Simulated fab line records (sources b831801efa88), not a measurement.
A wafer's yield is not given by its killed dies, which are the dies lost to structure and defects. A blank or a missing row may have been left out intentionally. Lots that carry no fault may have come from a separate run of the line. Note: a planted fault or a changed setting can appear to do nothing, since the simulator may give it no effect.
One fault through the eyes of 2 desks / flow sky130 / every desk sees just its own numbers, and what lay behind them comes last

DESK OF THE TOOL OWNER: cvd-w-02
The tool's own readings at SKY_VIA3_CVD_21 (deposits W, target thk 390 nm, time 117.31 s): means of the sampled wafers that have a number, for each lot that ran on this tool. Marked OUT: a lot whose mean sits more than 4 standard deviations from the usual mean, which makes it out of limits; the brackets give that distance.
Columns: A = heater-power-w at SKY_VIA3_CVD_21, usual 895 W
lot=L111; first seen here=day 39 20:14; A=909
lot=L119; first seen here=day 42 08:18; A=1010
lot=L120; first seen here=day 42 16:34; A=1014
lot=L132; first seen here=day 46 00:03; A=945
lot=L133; first seen here=day 46 05:26; A=1079
Finding of this desk: none of the 5 lots has anything out of limits.

AT THE METROLOGY DESK
Lot by lot, what the gauges showed, no matter which tool ran the lot: averages of those sampled wafers that carry a number. Marked OUT: a lot whose mean sits more than 4 standard deviations from the usual mean, which makes it out of limits; the brackets give that distance.
Columns: A = VIA3_BOW at SKY_VIA3_BOW_MEAS_03, usual 79 um; B = VIA3_W_RS at SKY_VIA3_RS_MEAS_22, usual 0.293 ohm/sq; C = VIA3_W_THK at SKY_VIA3_THK_MEAS_23, usual 375 nm; D = CAP2M_CVD_00_THK at SKY_CAP2M_THK_MEAS_01, usual 15.49 nm
lot=L111; first seen here=day 38 18:31; A=78; B=0.296; C=370; D=15.59
lot=L112; first seen here=day 39 01:23; A=76; B=0.293; C=373; D=15.67
lot=L119; first seen here=day 41 07:47; A=70; B=0.325 (+10) OUT; C=342 (-6.5) OUT; D=15.17
lot=L120; first seen here=day 41 15:52; A=78; B=0.328 (+11) OUT; C=346 (-5.6) OUT; D=15.21
lot=L124; first seen here=day 42 20:39; A=81; B=0.292; C=377; D=15.55
lot=L127; first seen here=day 44 03:26; A=84; B=0.293; C=378; D=15.46
lot=L129; first seen here=day 44 07:10; A=79; B=0.294; C=373; D=15.70
lot=L130; first seen here=day 44 11:08; A=82; B=0.291; C=377; D=15.29
lot=L131; first seen here=day 44 16:20; A=80; B=0.293; C=375; D=15.39
lot=L132; first seen here=day 45 01:23; A=77; B=0.297; C=369; D=15.59
lot=L133; first seen here=day 45 07:07; A=81; B=0.293; C=373; D=15.37
Finding of this desk: L119, L120 out of limits, first seen on L119 at day 42 08:27 (VIA3_W_RS at SKY_VIA3_RS_MEAS_22). Within limits: L111, L112, L124, L127, L129, L130, L131, L132, L133.

TAKEN TOGETHER
L119, L120 would have let the metrology desk raise an alarm at day 42 08:27.
Nothing out of limits was seen by the tool owner's desk.
On record at the tool owner's desk: L119, L120, within its limits.
Every lot named ran SKY_VIA3_CVD_21 on cvd-w-02.

WHAT THE SIMULATOR PUT IN
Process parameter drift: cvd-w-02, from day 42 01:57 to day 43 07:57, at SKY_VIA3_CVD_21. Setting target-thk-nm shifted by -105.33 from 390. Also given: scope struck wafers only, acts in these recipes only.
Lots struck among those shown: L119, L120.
Per desk, hours elapsed from the start of the fault to the first reading out of limits: for the metrology desk, 6.
